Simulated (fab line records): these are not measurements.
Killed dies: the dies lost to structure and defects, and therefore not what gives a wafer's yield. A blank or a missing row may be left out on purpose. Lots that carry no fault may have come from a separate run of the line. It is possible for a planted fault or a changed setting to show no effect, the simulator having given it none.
Check of tool commonality | flow gf180mcu | Sampled: 13 lots, 39 wafers

== WHY IT WAS OPENED ==
At GF_HV_LDD_TW_MEAS_11 the reading HV_LDD_TW is flagged on 2 of 13 lots. Fault-free wafers read 2406, with a standard deviation of 13.
Rule: a lot is flagged in two cases, either no wafer of it has a number, or all its wafers with numbers fall more than 4 standard deviations from that mean. The rest of the lots are taken to be sound.

lot  | measured     | on           | HV_LDD_TW, wafer by wafer | flag
L458 | day 10 01:32 | filmMetro-02 | 2410 2395 2399            | 
L459 | day 10 07:01 | filmMetro-01 | 2394 2399 2402            | 
L460 | day 10 17:55 | filmMetro-01 | 2392 2389 2380            | 
L461 | day 10 21:55 | filmMetro-01 | 2395 2388 2388            | 
L463 | day 11 16:43 | filmMetro-03 | 2412 2411 2418            | 
L464 | day 11 22:31 | filmMetro-01 | 2285 2265 2263            | FLAGGED
L465 | day 12 09:11 | filmMetro-03 | 2290 2298 2277            | FLAGGED
L468 | day 13 06:55 | filmMetro-01 | 2376 2383 2382            | 
L471 | day 14 01:10 | filmMetro-03 | 2413 2425 2427            | 
L475 | day 15 06:16 | filmMetro-02 | 2402 2413 2423            | 
L478 | day 16 06:06 | filmMetro-02 | 2410 2416 2417            | 
L479 | day 16 11:50 | filmMetro-02 | 2411 2410 2431            | 
L481 | day 17 01:13 | filmMetro-02 | 2402 2391 2403            | 
The numbers of the flagged lots are 2280 on average: -126 against the usual, or -10 standard deviations.

== WHICH TOOL RAN EACH LOT ==
The record keeps 1 process step preceding the reading, out of 602 steps on the route. Cell contents, in order: the tool; ch with the chambers the sampled wafers went through; the start.
lot  | flag    | GF_HV_LDD_IMPLANT_09
L458 |         | implanter-04 ch 0, day 10 01:19
L459 |         | implanter-04 ch 0, day 10 06:46
L460 |         | implanter-02 ch 0, day 10 17:41
L461 |         | implanter-01 ch 0, day 10 21:41
L463 |         | implanter-01 ch 0, day 11 16:29
L464 | FLAGGED | implanter-01 ch 0, day 11 22:17
L465 | FLAGGED | implanter-01 ch 0, day 12 08:57
L468 |         | implanter-02 ch 0, day 13 06:40
L471 |         | implanter-04 ch 0, day 14 00:57
L475 |         | implanter-04 ch 0, day 15 06:02
L478 |         | implanter-02 ch 0, day 16 05:50
L479 |         | implanter-04 ch 0, day 16 11:34
L481 |         | implanter-04 ch 0, day 17 00:58
These steps, and what they do:
- GF_HV_LDD_IMPLANT_09
- GF_HV_LDD_TW_MEAS_11

== FLAGGED AGAINST TOTAL, ONE TOOL AT A TIME (gauges that did the reading follow at the end) ==
step                 | tool         | lots run | flagged | share of the flagged lots | sound lots run after its first flagged lot
GF_HV_LDD_IMPLANT_09 | implanter-01 | 4        | 2       | all                       | 0
GF_HV_LDD_IMPLANT_09 | implanter-02 | 3        | 0       | none                      | -
GF_HV_LDD_IMPLANT_09 | implanter-04 | 6        | 0       | none                      | -
GF_HV_LDD_TW_MEAS_11 | filmMetro-01 | 5        | 1       | some                      | 1 (L468)
GF_HV_LDD_TW_MEAS_11 | filmMetro-02 | 5        | 0       | none                      | -
GF_HV_LDD_TW_MEAS_11 | filmMetro-03 | 3        | 1       | some                      | 1 (L471)

== THE TABLE: WHAT IT ALLOWS ==
1 row of the table ran every flagged lot: implanter-01 at GF_HV_LDD_IMPLANT_09.
- implanter-01 at GF_HV_LDD_IMPLANT_09: 2 of its 4 lots flagged. Last sound lot L463 at day 11 16:29, first flagged lot L464 at day 11 22:17; a fault beginning in between fits.
What remains is a single tool, implanter-01 at GF_HV_LDD_IMPLANT_09.

== WHAT THE SIMULATOR PUT IN ==
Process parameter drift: implanter-01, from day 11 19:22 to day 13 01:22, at GF_HV_LDD_IMPLANT_09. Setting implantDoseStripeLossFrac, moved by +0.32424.
Shown lots that were struck: L464, L465. The rule given above showed the same thing.
